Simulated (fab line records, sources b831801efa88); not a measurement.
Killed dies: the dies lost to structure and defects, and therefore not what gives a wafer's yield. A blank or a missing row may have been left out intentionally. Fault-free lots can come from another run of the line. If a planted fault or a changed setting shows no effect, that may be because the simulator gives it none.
fab line records	flow sky130
record lots=10	wafers=30	lastDay=51
route steps=708 shown METAL4@635 VIA4@642 PAD_OPEN@708
lots that met no fault: from a run of the same line without faults
startH: hours from the record's opening day to when the first of the lot's shown wafers began	waitH: hours elapsed since this lot's preceding step	" unchanged from the row above	L1.1+2: a row that stands for several wafers	- value missing, or start not given	* or withheld: withheld	< > ~ a bound
route shown NAME@n: a module of which the file shows steps, and the number in the route of the first	usual: mean/standard deviation taken from wafers without a fault	same: alike in all rows	chamber/n: place in a boat	sites: the reading at each site	_std_site: the values' standard deviation	_edge_site: inner sites' mean taken away from outer sites' mean	radiusMm: for every site, how far away it sits from the centre of the wafer	mask NAME#n: copy n	behind: the last tool/chamber to shape the wafer	hold: why the lot was held/for how many hours/how that ended	device: whichever transistor did not switch (one of n, p or np)	end of line: the tests these same wafers got at the end of their route	where a step has no rows: the recipe by itself	killed: dies that structure and defects cost at the first sort, which is not the same as the wafer's yield	map: the dies of a wafer, with x for killed, . for not killed, _ for no die there
set.NAME: the setting as run; set.NAME@STEP: as run at that earlier step	model.NAME: the simulator's own value behind a step, which no gauge read
the route's steps for a sample of lots (tables are steps, rows are wafers)
services: from which hour (startH, from the record's first day; less than 0 if before it) a tool's chamber was out of use, for how many hours, and why
## steps
# step SKY_METAL4_STRIP_19
# recipe chemistry=O2/N2	powerW=1400	pressureMtorr=1500	platenTempC=withheld	o2FlowSccm=3000	n2FlowSccm=300	overashFraction=0.5
# usual drypumpMotorCurrentA=5.6/0.33	oesProductAu=0.501/0.005	stripTimeToEndpointS=6.50/0.065
lot.wafer	tool	chamber	startH	waitH	drypumpMotorCurrentA	oesProductAu	rfHoursCounterH	stripTimeToEndpointS
L507.2	plasmaAsher-01	1	1004.20	0.1	5.8	0.504	54	6.46
L507.4	"	0	"	"	5.2	0.501	-	6.50
L507.5	"	1	"	"	5.8	0.502	-	6.51
L508.1	plasmaAsher-01	1	1013.63	0.1	5.8	0.494	55	6.55
L508.3	"	0	"	"	5.2	0.505	-	6.51
L508.4	"	1	"	"	5.7	0.494	-	6.49
L510.1	plasmaAsher-03	0	1026.23	0.1	5.3	0.506	87	6.46
L510.2	"	1	"	"	5.2	0.494	87	6.39
L510.6	"	1	"	"	5.2	0.498	-	6.38
L515.1	plasmaAsher-03	1	1057.95	0.1	5.2	0.507	90	6.60
L515.2	"	0	"	"	5.3	0.502	90	6.51
L515.3	"	1	"	"	5.2	0.504	-	6.52
L516.2	plasmaAsher-01	0	1064.03	0.1	5.2	0.496	61	6.48
L516.3	"	1	"	"	5.8	0.493	-	6.43
L516.4	"	0	"	"	5.2	0.503	-	6.44
L517.2	plasmaAsher-03	1	1070.64	0.2	5.2	0.502	91	6.47
L517.3	"	1	"	"	5.2	0.502	-	6.46
L517.6	"	0	"	"	5.3	0.495	-	6.47
L521.3	plasmaAsher-03	0	1095.91	0.2	5.3	0.498	-	6.46
L521.5	"	0	"	"	5.3	0.506	-	6.41
L521.6	"	1	"	"	5.2	0.498	-	6.36
L524.1	plasmaAsher-02	1	1116.75	0.1	6.1	0.500	5	6.48
L524.2	"	0	"	"	5.6	0.496	5	6.38
L524.5	"	1	"	"	6.1	0.501	-	6.41
L527.1	plasmaAsher-02	1	1127.50	0.1	6.1	0.496	6	6.46
L527.2	"	0	"	"	5.6	0.505	6	6.53
L527.3	"	0	"	"	5.6	0.496	-	6.60
L530.2	plasmaAsher-03	1	1139.17	0.1	5.2	0.512	98	6.61
L530.3	"	1	"	"	5.2	0.498	-	6.57
L530.6	"	0	"	"	5.3	0.496	-	6.47
# step SKY_VIA4_BOW_MEAS_03
# recipe mode=bow
# usual VIA4_BOW=80/8.2
lot.wafer	tool	chamber	startH	waitH	VIA4_BOW[um]
L507.2	filmMetro-02	-	1005.47	0.2	75
L507.4	"	-	"	"	65
L507.5	"	-	"	"	68
L508.1	filmMetro-02	-	1014.84	0.1	83
L508.3	"	-	"	"	76
L508.4	"	-	"	"	84
L510.1	filmMetro-03	-	1027.53	0.1	87
L510.2	"	-	"	"	75
L510.6	"	-	"	"	84
L515.1	filmMetro-03	-	1059.20	0.2	96
L515.2	"	-	"	"	88
L515.3	"	-	"	"	94
L516.2	filmMetro-04	-	1065.19	0.2	76
L516.3	"	-	"	"	87
L516.4	"	-	"	"	80
L517.2	filmMetro-03	-	1071.87	0.3	85
L517.3	"	-	"	"	75
L517.6	"	-	"	"	84
L521.3	filmMetro-02	-	1097.06	0.2	72
L521.5	"	-	"	"	79
L521.6	"	-	"	"	84
L524.1	filmMetro-04	-	1117.89	0.2	73
L524.2	"	-	"	"	74
L524.5	"	-	"	"	78
L527.1	filmMetro-02	-	1128.63	0.1	80
L527.2	"	-	"	"	88
L527.3	"	-	"	"	86
L530.2	filmMetro-02	-	1140.38	0.1	73
L530.3	"	-	"	"	68
L530.6	"	-	"	"	68
# step SKY_VIA4_STRIP_13
# recipe chemistry=O2/N2	powerW=1400	pressureMtorr=1500	platenTempC=withheld	o2FlowSccm=3000	n2FlowSccm=300	overashFraction=0.5
# usual drypumpMotorCurrentA=5.6/0.38	oesProductAu=0.709/0.0047	stripTimeToEndpointS=12.800/0.024
lot.wafer	tool	chamber	startH	waitH	drypumpMotorCurrentA	oesProductAu	rfHoursCounterH	stripTimeToEndpointS
L507.2	plasmaAsher-03	0	1029.26	-	5.3	0.706	87	12.812
L507.4	"	0	"	"	5.3	0.708	-	12.758
L507.5	"	0	"	"	5.3	0.714	-	12.765
L508.1	plasmaAsher-04	1	1037.96	-	6.3	0.710	30	12.790
L508.3	"	1	"	"	6.3	0.712	-	12.777
L508.4	"	0	"	"	5.6	0.710	-	12.799
L510.1	plasmaAsher-01	1	1050.68	-	5.7	0.705	59	12.821
L510.2	"	0	"	"	5.2	0.706	59	12.780
L510.6	"	1	"	"	5.8	0.713	-	12.829
L515.1	plasmaAsher-03	0	1081.43	-	5.3	0.710	93	12.818
L515.2	"	1	"	"	5.2	0.702	93	12.780
L515.3	"	1	"	"	5.2	0.717	-	12.771
L516.2	plasmaAsher-03	0	1087.36	-	5.3	0.712	93	12.792
L516.3	"	0	"	"	5.3	0.707	-	12.773
L516.4	"	1	"	"	5.2	0.722	-	12.786
L517.2	plasmaAsher-03	1	1093.38	-	5.2	0.712	94	12.813
L517.3	"	1	"	"	5.2	0.713	-	12.771
L517.6	"	1	"	"	5.2	0.704	-	12.812
L521.3	plasmaAsher-01	1	1117.30	-	5.8	0.700	-	12.795
L521.5	"	1	"	"	5.7	0.705	-	12.777
L521.6	"	0	"	"	5.2	0.706	-	12.827
L524.1	plasmaAsher-03	0	1137.71	-	5.3	0.705	98	12.817
L524.2	"	1	"	"	5.2	0.710	98	12.774
L524.5	"	0	"	"	5.3	0.711	-	12.834
L527.1	plasmaAsher-03	1	1147.83	-	5.2	0.704	99	12.779
L527.2	"	0	"	"	5.3	0.706	99	12.806
L527.3	"	1	"	"	5.2	0.710	-	12.797
L530.2	plasmaAsher-04	0	1159.36	-	5.6	0.715	43	12.821
L530.3	"	1	"	"	6.3	0.713	-	12.781
L530.6	"	0	"	"	5.6	0.710	-	12.800
# step SKY_VIA4_CVD_18
# recipe material=W	targetThkNm=505	timeS=152.14	tempC=400	pressureTorr=40
# usual heaterPowerW=799/130	susceptorTempC=399.96/0.23
lot.wafer	tool	chamber	startH	waitH	heaterPowerW	susceptorTempC
L507.2	cvdW-01	1	1029.91	0.0	876	399.95
L507.4	"	0	"	"	581	399.76
L507.5	"	0	"	"	599	400.26
L508.1	cvdW-02	0	1038.65	0.0	869	400.21
L508.3	"	1	"	"	894	399.88
L508.4	"	0	"	"	863	399.89
L510.1	cvdW-02	1	1051.36	0.0	890	399.92
L510.2	"	0	"	"	879	399.92
L510.6	"	0	"	"	874	400.16
L515.1	cvdW-02	1	1082.12	0.0	905	400.09
L515.2	"	0	"	"	902	399.87
L515.3	"	0	"	"	873	399.57
L516.2	cvdW-02	0	1088.07	0.0	1062	425.91
L516.3	"	0	"	"	1026	425.74
L516.4	"	1	"	"	906	400.45
L517.2	cvdW-02	0	1094.03	0.0	1042	425.79
L517.3	"	0	"	"	1026	425.35
L517.6	"	1	"	"	902	399.73
L521.3	cvdW-01	0	1118.01	0.1	582	400.00
L521.5	"	0	"	"	598	400.49
L521.6	"	1	"	"	875	399.84
L524.1	cvdW-01	1	1138.46	0.0	888	400.16
L524.2	"	0	"	"	600	399.77
L524.5	"	0	"	"	608	399.80
L527.1	cvdW-01	0	1148.49	0.0	603	399.99
L527.2	"	1	"	"	868	399.91
L527.3	"	0	"	"	593	400.17
L530.2	cvdW-01	0	1160.01	0.0	612	400.14
L530.3	"	0	"	"	605	399.61
L530.6	"	1	"	"	866	399.55
# step SKY_VIA4_RS_MEAS_19
# recipe thkMeasGauge=four-point-probe	reads=W_of_VIA4_CVD_18+TiN_of_VIA4_SPUTTER_17
# usual VIA4_W_RS=0.226/0.0034
lot.wafer	tool	chamber	startH	waitH	VIA4_W_RS[ohm/sq]
L507.2	filmMetro-03	-	1030.09	0.1	0.227
L507.4	"	-	"	"	0.223
L507.5	"	-	"	"	0.223
L508.1	filmMetro-03	-	1038.80	0.1	0.220
L508.3	"	-	"	"	0.228
L508.4	"	-	"	"	0.222
L510.1	filmMetro-04	-	1051.51	0.1	0.226
L510.2	"	-	"	"	0.223
L510.6	"	-	"	"	0.218
L515.1	filmMetro-02	-	1082.27	0.1	0.226
L515.2	"	-	"	"	0.221
L515.3	"	-	"	"	0.222
L516.2	filmMetro-03	-	1088.25	0.1	0.143
L516.3	"	-	"	"	0.144
L516.4	"	-	"	"	0.234
L517.2	filmMetro-04	-	1094.20	0.1	0.143
L517.3	"	-	"	"	0.143
L517.6	"	-	"	"	0.227
L521.3	filmMetro-04	-	1118.15	0.1	0.228
L521.5	"	-	"	"	0.227
L521.6	"	-	"	"	0.234
L524.1	filmMetro-04	-	1138.61	0.1	0.228
L524.2	"	-	"	"	0.224
L524.5	"	-	"	"	0.222
L527.1	filmMetro-02	-	1148.64	0.1	0.225
L527.2	"	-	"	"	0.228
L527.3	"	-	"	"	0.224
L530.2	filmMetro-04	-	1160.18	0.1	0.225
L530.3	"	-	"	"	0.226
L530.6	"	-	"	"	0.229
# step SKY_VIA4_THK_MEAS_20
# recipe thkMeasGauge=xrf	reads=W_of_VIA4_CVD_18
# usual VIA4_W_THK=514/8.1
lot.wafer	tool	chamber	startH	waitH	VIA4_W_THK[nm]
L507.2	filmMetro-03	-	1030.20	0.1	505
L507.4	"	-	"	"	516
L507.5	"	-	"	"	515
L508.1	filmMetro-03	-	1038.92	0.1	533
L508.3	"	-	"	"	510
L508.4	"	-	"	"	525
L510.1	filmMetro-04	-	1051.63	0.1	513
L510.2	"	-	"	"	518
L510.6	"	-	"	"	532
L515.1	filmMetro-02	-	1082.39	0.1	515
L515.2	"	-	"	"	524
L515.3	"	-	"	"	520
L516.2	filmMetro-03	-	1088.36	0.1	802
L516.3	"	-	"	"	804
L516.4	"	-	"	"	493
L517.2	filmMetro-04	-	1094.31	0.1	817
L517.3	"	-	"	"	822
L517.6	"	-	"	"	510
L521.3	filmMetro-04	-	1118.25	0.1	513
L521.5	"	-	"	"	513
L521.6	"	-	"	"	499
L524.1	filmMetro-04	-	1138.73	0.1	508
L524.2	"	-	"	"	523
L524.5	"	-	"	"	524
L527.1	filmMetro-02	-	1148.76	0.1	521
L527.2	"	-	"	"	513
L527.3	"	-	"	"	520
L530.2	filmMetro-04	-	1160.29	0.1	517
L530.3	"	-	"	"	518
L530.6	"	-	"	"	509
# step SKY_VIA4_CMP_21
# recipe stopOn=SiO2	tOverpolishS=25	downForcePsi=3.5	platenRpm=60	targetThkNm=0	padVelocityMS=0.94248
# usual motorCurrentA=11.2/1.6	slurryFilterDpKPa=13.49/0.12	timeToEndpointS=123/4.1
lot.wafer	tool	chamber	startH	waitH	motorCurrentA	slurryFilterDpKPa	timeToEndpointS
L507.4	cmp-02	3	1030.25	0.0	13.5	13.53	131
L507.2	"	2	"	"	10.6	13.24	127
L507.5	"	3	"	"	14.4	13.53	126
L508.3	cmp-02	3	1038.98	0.0	13.6	13.14	127
L508.4	"	0	"	"	8.2	13.52	130
L508.1	"	2	"	"	10.8	13.58	131
L510.1	cmp-01	2	1051.72	0.1	11.1	13.65	124
L510.2	"	3	"	"	11.3	13.36	124
L510.6	"	3	"	"	11.4	13.63	130
L515.1	cmp-01	2	1082.50	0.1	11.1	13.55	126
L515.2	"	3	"	"	11.5	13.58	132
L515.3	"	0	"	"	11.2	13.54	125
L516.4	cmp-01	2	1088.41	0.0	11.7	13.49	121
L516.3	"	3	"	"	11.8	13.20	200
L516.2	"	0	"	"	11.4	13.49	206
L517.3	cmp-01	2	1094.36	0.0	11.2	13.49	193
L517.2	"	3	"	"	11.6	13.56	197
L517.6	"	3	"	"	11.4	13.27	125
L521.3	cmp-02	1	1118.29	0.0	11.7	13.67	123
L521.6	"	1	"	"	11.5	13.55	119
L521.5	"	2	"	"	11.3	13.38	121
L524.1	cmp-01	2	1138.84	0.1	11.8	13.32	121
L524.2	"	3	"	"	11.6	13.60	122
L524.5	"	2	"	"	11.4	13.53	122
L527.3	cmp-02	1	1149.75	1.0	12.6	13.51	125
L527.1	"	2	"	"	11.3	13.44	122
L527.2	"	3	"	"	13.6	13.48	122
L530.3	cmp-01	3	1160.44	0.1	11.7	13.62	126
L530.2	"	0	"	"	11.0	13.45	120
L530.6	"	2	"	"	11.4	13.52	120
# step SKY_PAD_OPEN_PROBE_99
# usual defectLimitedYield=82.8/2.1	killed_at_M0_to_M3=43/7.3	killed_at_M4_up=3.4/2.1	killedAtContacts=24/5.9	killedAtFrontEnd=14/4	killedAtOther=0.3/0.54	killedDies=85/10	killedOpen=46/7.7	killedShort=38/6	sort_bin_3_pad_short=0.8/0.48	sort_bin_5_function=10.2/1.7	sort_bin_6_memory=6.2/1.1	sortNPass=407/10	sortYieldPct=82.8/2.1
# same grossDies=492	killedAtBackSide=0	sort_bin_4_leakage[%]=0	sort_bin_8_speed[%]=0
lot.wafer	tool	chamber	startH	waitH	defectLimitedYield[%]	killed_at_M0_to_M3	killed_at_M4_up	killedAtContacts	killedAtFrontEnd	killedAtOther	killedDies	killedOpen	killedShort	sort_bin_3_pad_short[%]	sort_bin_5_function[%]	sort_bin_6_memory[%]	sortNPass	sortYieldPct[%]
L507.2	prober-02	-	1100.21	0.1	82.9	42	4	27	11	0	84	49	35	0.2	9.8	7.1	408	82.9
L507.4	prober-02	-	1100.31	0.2	85.2	48	5	12	8	0	73	31	42	1.8	6.7	6.3	419	85.2
L507.5	prober-02	-	1100.36	0.2	82.9	41	3	25	14	1	84	45	39	0.6	10.6	5.9	408	82.9
L508.1	prober-02	-	1107.57	0.1	81.7	49	1	19	21	0	90	48	42	1.4	10.0	6.9	402	81.7
L508.3	prober-02	-	1107.67	0.2	84.1	41	6	19	12	0	78	44	34	0.6	8.7	6.5	414	84.1
L508.4	prober-02	-	1107.72	0.2	81.3	45	5	29	13	0	92	53	39	0.4	10.8	7.5	400	81.3
L510.1	prober-01	-	1119.74	0.1	80.9	47	0	26	19	2	94	57	37	0.6	11.2	7.3	398	80.9
L510.2	prober-01	-	1119.79	0.1	82.7	41	2	28	14	0	85	48	37	0.8	9.8	6.7	407	82.7
L510.6	prober-01	-	1119.99	0.2	79.7	48	7	34	11	0	100	45	55	1.6	10.4	8.3	392	79.7
L515.1	prober-02	-	1146.85	0.1	81.7	44	6	22	18	0	90	49	41	1.0	9.8	7.5	402	81.7
L515.2	prober-02	-	1146.90	0.1	82.5	41	4	27	13	1	86	46	40	1.8	9.8	5.9	406	82.5
L515.3	prober-02	-	1146.95	0.2	82.3	46	3	20	18	0	87	53	34	0.6	10.6	6.5	405	82.3
L516.2	prober-01	-	1152.19	0.1	80.7	44	2	30	19	0	95	54	40	1.2	13.6	4.5	397	80.7
L516.3	prober-01	-	1152.24	0.2	83.1	35	2	30	16	0	83	43	39	0.6	9.3	6.9	409	83.1
L516.4	prober-01	-	1152.29	0.2	83.9	37	1	27	14	0	79	39	40	0.6	9.1	6.3	413	83.9
L517.2	prober-02	-	1157.82	0.1	78.9	52	2	30	20	0	104	60	44	0.2	12.4	8.5	388	78.9
L517.3	prober-02	-	1157.87	0.2	83.1	50	2	20	11	0	83	47	36	0.4	10.0	6.5	409	83.1
L517.6	prober-02	-	1158.02	0.2	83.5	39	4	23	15	0	81	46	35	0.2	9.1	7.1	411	83.5
L521.3	prober-02	-	1178.92	0.2	78.3	58	2	32	14	1	107	71	35	0.8	12.6	8.3	385	78.3
L521.5	prober-02	-	1179.02	0.2	82.1	39	6	27	15	1	88	51	36	0.2	11.4	6.3	404	82.1
L521.6	prober-02	-	1179.07	0.2	81.1	60	5	19	9	0	93	53	40	1.0	10.8	7.1	399	81.1
L524.1	prober-01	-	1196.65	0.1	82.1	49	3	28	7	1	88	50	37	1.0	9.8	7.1	404	82.1
L524.2	prober-01	-	1196.70	0.1	83.3	31	2	34	15	0	82	49	33	0.6	10.0	6.1	410	83.3
L524.5	prober-01	-	1196.85	0.2	80.7	40	3	37	14	1	95	56	39	1.0	11.6	6.7	397	80.7
L527.1	prober-02	-	1206.04	0.1	86.0	33	1	21	14	0	69	34	35	0.8	9.1	4.1	423	86.0
L527.2	prober-02	-	1206.09	0.1	81.3	48	2	26	16	0	92	40	50	0.6	12.4	5.7	400	81.3
L527.3	prober-02	-	1206.14	0.2	82.7	50	7	20	7	1	85	46	37	1.6	11.0	4.7	407	82.7
L530.2	prober-02	-	1214.89	0.1	82.9	49	2	23	10	0	84	45	38	1.2	10.0	5.9	408	82.9
L530.3	prober-02	-	1214.94	0.2	84.3	36	0	26	15	0	77	47	28	1.0	9.3	5.3	415	84.3
L530.6	prober-02	-	1215.09	0.2	83.5	46	1	23	11	0	81	43	36	0.4	9.8	6.3	411	83.5
# killed by level:class
L507.2 VIA1:geometricParticle:open=11 VIA2:geometricParticle:open=8 VIA3:geometricParticle:open=8 CONTACT:geometricParticle:open=7 LI_CONTACT:geometricParticle:open=6 CONTACT:geometricParticle:short=6 METAL1:geometricParticle:short=5 LOCAL_INTERCONNECT:geometricParticle:short=4
L507.4 VIA1:geometricParticle:open=11 METAL1:geometricParticle:short=10 VIA3:geometricParticle:open=5 VIA1:geometricParticle:short=5 LI_CONTACT:geometricParticle:short=4 LI_CONTACT:geometricParticle:open=4 METAL2:geometricParticle:short=4 VIA2:geometricParticle:short=4
L507.5 CONTACT:geometricParticle:open=10 CONTACT:geometricParticle:short=7 METAL2:geometricParticle:short=7 VIA3:geometricParticle:open=6 VIA1:geometricParticle:open=5 VIA1:geometricParticle:short=5 VIA3:geometricParticle:short=5 POLY_GATE:geometricParticle:short=4
L508.1 VIA1:geometricParticle:open=13 CONTACT:geometricParticle:open=9 VIA1:geometricParticle:short=7 FIELD_ISO:geometricParticle:short=6 POLY_GATE:geometricParticle:short=6 VIA3:geometricParticle:open=6 METAL1:geometricParticle:short=5 METAL2:geometricParticle:short=5
L508.3 VIA2:geometricParticle:open=9 LI_CONTACT:geometricParticle:open=8 CONTACT:geometricParticle:open=7 VIA1:geometricParticle:short=7 FIELD_ISO:geometricParticle:short=5 VIA1:geometricParticle:open=5 VIA3:geometricParticle:short=5 VIA3:geometricParticle:open=5
L508.4 VIA1:geometricParticle:open=16 VIA3:geometricParticle:open=8 LI_CONTACT:geometricParticle:open=8 CONTACT:geometricParticle:open=7 METAL2:geometricParticle:short=7 CONTACT:geometricParticle:short=5 POLY_GATE:geometricParticle:open=4 LOCAL_INTERCONNECT:geometricParticle:short=4
L510.1 METAL1:geometricParticle:short=11 CONTACT:geometricParticle:open=10 LI_CONTACT:geometricParticle:open=10 POLY_GATE:geometricParticle:open=8 VIA3:geometricParticle:open=8 VIA1:geometricParticle:open=8 VIA2:geometricParticle:open=7 VIA1:geometricParticle:short=4
L510.2 VIA1:geometricParticle:open=15 LI_CONTACT:geometricParticle:open=9 VIA2:geometricParticle:open=8 CONTACT:geometricParticle:open=7 CONTACT:geometricParticle:short=5 METAL2:geometricParticle:short=5 VIA1:geometricParticle:short=4 POLY_GATE:geometricParticle:short=4
L510.6 CONTACT:geometricParticle:open=13 METAL1:geometricParticle:short=9 CONTACT:geometricParticle:short=7 LI_CONTACT:geometricParticle:open=6 VIA1:geometricParticle:short=6 VIA1:geometricParticle:open=6 METAL4:geometricParticle:short=6 VIA3:geometricParticle:short=5
L515.1 VIA1:geometricParticle:open=10 CONTACT:geometricParticle:open=9 POLY_GATE:geometricParticle:short=6 VIA3:geometricParticle:open=6 POLY_GATE:geometricParticle:open=5 METAL2:geometricParticle:short=5 LI_CONTACT:geometricParticle:open=5 VIA2:geometricParticle:short=5
L515.2 VIA1:geometricParticle:open=10 VIA2:geometricParticle:open=9 CONTACT:geometricParticle:open=7 POLY_GATE:geometricParticle:short=5 LI_CONTACT:geometricParticle:open=5 METAL2:geometricParticle:short=5 VIA3:geometricParticle:open=5 LI_CONTACT:geometricParticle:short=4
L515.3 VIA2:geometricParticle:open=10 VIA1:geometricParticle:open=8 VIA1:geometricParticle:short=6 LI_CONTACT:geometricParticle:open=6 CONTACT:geometricParticle:open=6 LI_CONTACT:geometricParticle:short=5 METAL1:geometricParticle:short=5 VIA3:geometricParticle:open=5
L516.2 CONTACT:geometricParticle:open=11 VIA1:geometricParticle:open=9 LI_CONTACT:geometricParticle:open=8 POLY_GATE:geometricParticle:open=7 VIA2:geometricParticle:open=7 METAL2:geometricParticle:short=6 LOCAL_INTERCONNECT:geometricParticle:short=5 VIA3:geometricParticle:open=5
L516.3 CONTACT:geometricParticle:open=12 VIA1:geometricParticle:open=8 LI_CONTACT:geometricParticle:open=6 CONTACT:geometricParticle:short=6 METAL1:geometricParticle:short=6 FIELD_ISO:geometricParticle:short=5 VIA2:geometricParticle:open=5 METAL2:geometricParticle:short=4
L516.4 VIA1:geometricParticle:open=8 LI_CONTACT:geometricParticle:open=7 LOCAL_INTERCONNECT:geometricParticle:short=7 CONTACT:geometricParticle:open=6 VIA1:geometricParticle:short=6 VIA2:geometricParticle:open=5 METAL2:geometricParticle:short=5 FIELD_ISO:geometricParticle:short=4
L517.2 VIA1:geometricParticle:open=19 CONTACT:geometricParticle:short=9 CONTACT:geometricParticle:open=8 LI_CONTACT:geometricParticle:open=7 VIA3:geometricParticle:open=6 VIA1:geometricParticle:short=6 FIELD_ISO:geometricParticle:open=5 LOCAL_INTERCONNECT:geometricParticle:short=5
L517.3 VIA1:geometricParticle:open=13 LI_CONTACT:geometricParticle:open=8 VIA2:geometricParticle:open=8 METAL1:geometricParticle:short=6 VIA1:geometricParticle:short=6 VIA3:geometricParticle:open=6 CONTACT:geometricParticle:open=5 POLY_GATE:geometricParticle:short=4
L517.6 CONTACT:geometricParticle:open=13 VIA2:geometricParticle:open=7 VIA1:geometricParticle:open=6 METAL1:geometricParticle:short=6 POLY_GATE:geometricParticle:open=5 VIA3:geometricParticle:open=5 VIA3:geometricParticle:short=5 POLY_GATE:geometricParticle:short=4
L521.3 VIA1:geometricParticle:open=19 CONTACT:geometricParticle:open=16 VIA3:geometricParticle:open=9 LI_CONTACT:geometricParticle:open=9 VIA2:geometricParticle:open=8 METAL1:geometricParticle:short=6 METAL2:geometricParticle:short=5 CONTACT:geometricParticle:short=4
L521.5 CONTACT:geometricParticle:open=9 LI_CONTACT:geometricParticle:open=7 VIA2:geometricParticle:open=6 VIA2:geometricParticle:short=6 POLY_GATE:geometricParticle:open=5 CONTACT:geometricParticle:short=5 VIA1:geometricParticle:open=5 FIELD_ISO:geometricParticle:open=4
L521.6 VIA1:geometricParticle:open=16 CONTACT:geometricParticle:open=8 METAL1:geometricParticle:short=7 VIA2:geometricParticle:open=7 VIA3:geometricParticle:open=7 LI_CONTACT:geometricParticle:open=6 VIA1:geometricParticle:short=6 METAL2:geometricParticle:short=5
L524.1 VIA1:geometricParticle:open=15 CONTACT:geometricParticle:open=15 VIA2:geometricParticle:open=7 VIA3:geometricParticle:open=7 METAL1:geometricParticle:short=5 POLY_GATE:geometricParticle:short=4 LI_CONTACT:geometricParticle:open=4 LOCAL_INTERCONNECT:geometricParticle:short=4
L524.2 CONTACT:geometricParticle:open=14 VIA1:geometricParticle:open=8 CONTACT:geometricParticle:short=7 LI_CONTACT:geometricParticle:open=6 VIA3:geometricParticle:open=6 POLY_GATE:geometricParticle:open=5 LOCAL_INTERCONNECT:geometricParticle:short=5 METAL2:geometricParticle:short=4
L524.5 CONTACT:geometricParticle:open=14 LI_CONTACT:geometricParticle:open=13 VIA1:geometricParticle:open=9 METAL1:geometricParticle:short=7 VIA2:geometricParticle:open=5 FIELD_ISO:geometricParticle:short=4 LOCAL_INTERCONNECT:geometricParticle:short=4 METAL2:geometricParticle:short=4
L527.1 CONTACT:geometricParticle:open=9 LOCAL_INTERCONNECT:geometricParticle:short=5 METAL1:geometricParticle:short=5 VIA1:geometricParticle:open=5 METAL2:geometricParticle:short=4 LI_CONTACT:geometricParticle:open=4 VIA1:geometricParticle:short=4 FIELD_ISO:geometricParticle:short=3
L527.2 VIA1:geometricParticle:open=9 VIA1:geometricParticle:short=9 VIA2:geometricParticle:short=8 LI_CONTACT:geometricParticle:open=7 LI_CONTACT:geometricParticle:short=7 LOCAL_INTERCONNECT:geometricParticle:short=6 VIA2:geometricParticle:open=6 VIA3:geometricParticle:open=5
L527.3 VIA1:geometricParticle:open=12 VIA2:geometricParticle:open=9 VIA3:geometricParticle:open=8 LOCAL_INTERCONNECT:geometricParticle:short=7 METAL3:geometricParticle:short=6 CONTACT:geometricParticle:open=5 METAL4:geometricParticle:short=5 LI_CONTACT:geometricParticle:short=4
L530.2 VIA1:geometricParticle:open=9 VIA2:geometricParticle:open=8 METAL1:geometricParticle:short=7 LI_CONTACT:geometricParticle:open=6 CONTACT:geometricParticle:open=6 VIA3:geometricParticle:open=5 POLY_GATE:geometricParticle:open=4 LOCAL_INTERCONNECT:geometricParticle:short=4
L530.3 VIA1:geometricParticle:open=15 CONTACT:geometricParticle:open=9 LI_CONTACT:geometricParticle:short=6 VIA3:geometricParticle:open=6 LI_CONTACT:geometricParticle:open=5 VIA2:geometricParticle:open=4 POLY_GATE:geometricParticle:short=3 CONTACT:geometricParticle:short=3
L530.6 VIA1:geometricParticle:open=13 CONTACT:geometricParticle:open=9 VIA3:geometricParticle:short=6 VIA2:geometricParticle:open=6 VIA3:geometricParticle:open=5 LI_CONTACT:geometricParticle:open=4 LOCAL_INTERCONNECT:geometricParticle:short=4 CONTACT:geometricParticle:short=4
## services
tool	chamber	startH	hours	kind
plasmaAsher-03	-	984.82	0.7	repair
cmp-02	-	996.82	0.4	repair
cmp-02	-	997.22	6.5	pm
plasmaAsher-03	-	997.94	0.3	repair
cvdW-01	-	999.35	0.7	repair
plasmaAsher-03	-	1000.28	14.6	pm
plasmaAsher-02	-	1012.35	2.1	repair
plasmaAsher-02	-	1040.16	5.7	repair
cmp-01	-	1047.07	0.5	repair
plasmaAsher-02	-	1055.25	9.0	pm
cmp-01	-	1063.15	8.4	pm
cmp-02	-	1084.00	4.0	pm
cmp-02	-	1089.97	0.2	repair
cmp-02	-	1091.01	1.2	repair
plasmaAsher-02	-	1099.45	0.9	repair
cmp-01	-	1103.97	0.9	repair
cmp-01	-	1113.85	1.1	repair
cvdW-02	1	1114.03	13.5	repair
plasmaAsher-01	-	1137.45	64.4	repair
cmp-01	-	1137.91	0.8	repair
cmp-01	-	1143.12	8.5	repair
cvdW-02	1	1146.28	6.0	repair
cmp-01	-	1153.51	5.4	repair
cvdW-01	-	1153.52	2.8	pm
## key
firstSign step=SKY_VIA4_CVD_18	reading=susceptorTempC	direction=up	sigmas=99+	usual=*	struck=*
effect step=SKY_VIA4_CVD_18	reading=heaterPowerW	direction=up	sigmas=1.9	usual=*	struck=*
effect step=SKY_VIA4_RS_MEAS_19	reading=VIA4_W_RS	direction=down	sigmas=24	usual=0.226	struck=0.143
effect step=SKY_VIA4_THK_MEAS_20	reading=VIA4_W_THK	direction=up	sigmas=37	usual=514	struck=811
effect step=SKY_VIA4_CMP_21	reading=timeToEndpointS	direction=up	sigmas=19	usual=*	struck=*
metAt SKY_VIA4_CVD_18
struckLots L516,L517
struckWafers L516.2,L516.3,L517.2,L517.3
notActingAt SKY_METAL4_STRIP_19,SKY_VIA4_BOW_MEAS_03,SKY_VIA4_STRIP_13
onsetBetween 1082.12 1088.07
fault kind=processParameterDrift	tool=cvdW-02	chamber=0	onsetH=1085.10	steps=SKY_VIA4_CVD_18	channel=tempC	offset=*	shape=step	endH=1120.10	actsIn=*	stated=*
